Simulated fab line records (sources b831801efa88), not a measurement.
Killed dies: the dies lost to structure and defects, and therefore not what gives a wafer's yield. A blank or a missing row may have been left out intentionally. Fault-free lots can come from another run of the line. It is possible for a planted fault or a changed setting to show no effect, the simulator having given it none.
Chamber matching | flow gf180mcu | 4 sister chambers for GF_V5_CMP_26 on cmp-02
The step polishes, stops on SiO2, t overpolish 15 s, target thk 0 nm. 20 wafers are shown with their chamber, then 10 later ones without.

## EACH WAFER AND ITS CHAMBER
wafer  | chamber | motorCurrentA (A) | timeToEndpointS (s) | overpolishRunS (s)
L074.1 | 3       | 13.6              | 84                  | 14.996
L074.3 | 0       | 13.7              | 95                  | 15.010
L074.5 | 2       | 11.1              | 83                  | 15.004
L075.1 | 2       | 11.1              | 82                  | 14.997
L075.2 | 3       | 13.3              | 87                  | 14.982
L075.3 | 0       | 14.1              | 87                  | 15.000
L078.1 | 1       | 11.7              | 91                  | 14.997
L078.2 | 0       | 13.9              | 87                  | 15.009
L078.5 | 2       | 11.1              | 82                  | 15.001
L080.3 | 1       | 10.7              | 91                  | 15.015
L080.5 | 1       | 11.3              | 89                  | 15.001
L080.6 | 0       | 13.2              | 91                  | 15.009
L081.3 | 0       | 13.7              | 92                  | 14.986
L081.5 | 1       | 10.6              | 91                  | 15.010
L081.6 | 0       | 14.8              | 85                  | 15.009
L083.3 | 2       | 11.2              | 86                  | 14.993
L083.4 | 1       | 11.0              | 94                  | 15.001
L083.6 | 0       | 13.9              | 94                  | 14.978
L084.2 | 0       | 13.9              | 91                  | 14.993
L084.4 | 1       | 11.0              | 89                  | 15.005

SIGNATURES, as means of the wafers listed above
reading         | chamber 0 | chamber 1 | chamber 2 | chamber 3 | scatter within a chamber
motorCurrentA   | 13.900    | 11.050    | 11.125    | 13.450    | 0.378
timeToEndpointS | 90.25     | 90.83     | 83.25     | 85.50     | 2.76
overpolishRunS  | 14.99925  | 15.00483  | 14.99875  | 14.98900  | 0.00954
Rule: a wafer lies at a distance from a chamber equal to the root of the sum of squares, over the readings, of (its reading less the chamber's mean, divided by the reading's scatter). The wafer belongs to the nearest chamber; if the next one is less than 2 further off, it can't be placed. The scatter is the square root of a quotient: the sum, over the shown wafers, of each reading's squared deviation from its chamber's mean, divided by wafers minus chambers.

## WAFERS MISSING THEIR CHAMBER
wafer  | motorCurrentA (A) | timeToEndpointS (s) | overpolishRunS (s)
L084.5 | 11.7              | 92                  | 14.993
L084.1 | 13.8              | 87                  | 15.004
L084.3 | 11.5              | 83                  | 15.006
L084.6 | 14.0              | 88                  | 14.998
L087.1 | 15.2              | 83                  | 15.007
L087.2 | 11.7              | 92                  | 15.004
L087.4 | 11.0              | 84                  | 15.004
L089.3 | 14.0              | 80                  | 15.011
L089.4 | 14.0              | 86                  | 14.996
L089.6 | 13.7              | 86                  | 14.988

## CHAMBER TAKEN BY EACH
wafer  | from the rows above     | in truth
L084.5 | can't be placed: 1 or 2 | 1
L084.1 | can't be placed: 0 or 3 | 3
L084.3 | can't be placed: 2 or 1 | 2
L084.6 | can't be placed: 0 or 3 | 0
L087.1 | can't be placed: 0 or 3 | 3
L087.2 | can't be placed: 1 or 2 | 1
L087.4 | can't be placed: 2 or 1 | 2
L089.3 | can't be placed: 3 or 0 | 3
L089.4 | can't be placed: 0 or 3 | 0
L089.6 | can't be placed: 3 or 0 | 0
Correct placement for 0 of the 10. These rows do not allow placing 10 (true chamber among the candidates in 10). 0 placed wrongly.
